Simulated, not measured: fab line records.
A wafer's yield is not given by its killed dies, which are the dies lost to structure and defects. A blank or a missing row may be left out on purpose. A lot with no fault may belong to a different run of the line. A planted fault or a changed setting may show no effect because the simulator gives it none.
Comparing a struck lot with a sound one :: flow sky130 :: 18 steps out of a route of 708
Sound: these wafers, L326.1, L326.4, L326.6. Wafers L339.3, L339.4, L339.5 were the ones struck. The cause is given at the end.
Order at every step that has rows: each side's tool, ch and its chambers, its first start. Under that, the readings that differ: sound wafers :: struck wafers :: difference of the means :: sigmas: that difference in standard deviations of wafers without a fault.
alike: readings with means less than 2 such deviations apart, plus words and numbers identical on both sides. not compared: withheld readings, readings lacking a value on some wafer, bounds such as >300 that could conceal the same value, and numbers that have no deviation in the record and whose values overlap.
The two part at a step that has a row with sigmas, a row that says differs or no value, or rows on one side only. When numbers do not overlap yet have no deviation, they are printed without sigmas and do not part them. Lack of a reading on every wafer of one side parts them only where that side has two or more wafers.

first, 4 steps without rows for these wafers: SKY_LDD_HVN_SOFTBAKE_03 (time 60 s); SKY_LDD_HVN_EXPOSE_04 (exposes mask HVNTM, target cd 700 nm); SKY_LDD_HVN_PEB_05; SKY_LDD_HVN_DEVELOP_06 (develop time 60 s).
SKY_LDD_HVN_OVL_MEAS_07:
  sound on overlay-02, day 24 21:05; struck on overlay-02, day 28 14:03
  alike: LDD_HVN_OVL
next, for these wafers, 1 step has no rows: SKY_LDD_HVN_IMPLANT_08.
SKY_LDD_HVN_STRIP_09: strips in O2/N2.
  sound on plasmaAsher-04 ch 0,1, day 24 21:16; struck on plasmaAsher-02 ch 0,1, day 28 14:15
  alike: drypumpMotorCurrentA, oesProductAu, stripTimeToEndpointS
  not compared: rfHoursCounterH
SKY_LDD_HVN_TW_MEAS_10:
  sound on filmMetro-01, day 24 21:22; struck on filmMetro-03, day 28 14:20
  alike: LDD_HVN_TW
then, 4 steps without rows for these wafers: SKY_LDD_HVP_DEHYDRATE_00 (time 60 s); SKY_LDD_HVP_HMDS_01 (prime time 60 s); SKY_LDD_HVP_COAT_02 (resist thk 300 nm); SKY_LDD_HVP_SOFTBAKE_03 (time 60 s).
SKY_LDD_HVP_EXPOSE_04: exposes mask HVPTM, target cd 700 nm.
  sound on ilineStepper-02 ch 0, day 25 12:21; struck on ilineStepper-01 ch 0, day 29 06:50
reading: model.LDD_HVP.overlayXNm (nm)
sound: 0.523 0.523 0.523
struck: 166.9 166.9 166.9
difference: +166.4
sigmas: 
  alike: mask, focusOffsetNm
then, 2 steps without rows for these wafers: SKY_LDD_HVP_PEB_05; SKY_LDD_HVP_DEVELOP_06 (develop time 60 s).
SKY_LDD_HVP_OVL_MEAS_07:
  sound on overlay-01, day 26 02:30; struck on overlay-01, day 29 21:37
reading: LDD_HVP_OVL (nm)
sound: -2.5 -1.2 -2.1
struck: 167.8 166.6 167.8
difference: +169.3
sigmas: +99 or more
next, for these wafers, 1 step has no rows: SKY_LDD_HVP_IMPLANT_08.
SKY_PAD_OPEN_PROBE_99:
  rows exist in the record for the sound wafers here (prober-01, day 49 11:48), none for the struck ones

## WHERE THEY PART
Earliest at SKY_LDD_HVP_OVL_MEAS_07; latest, in this record, at SKY_PAD_OPEN_PROBE_99.

WHY: what had been put in by the simulator
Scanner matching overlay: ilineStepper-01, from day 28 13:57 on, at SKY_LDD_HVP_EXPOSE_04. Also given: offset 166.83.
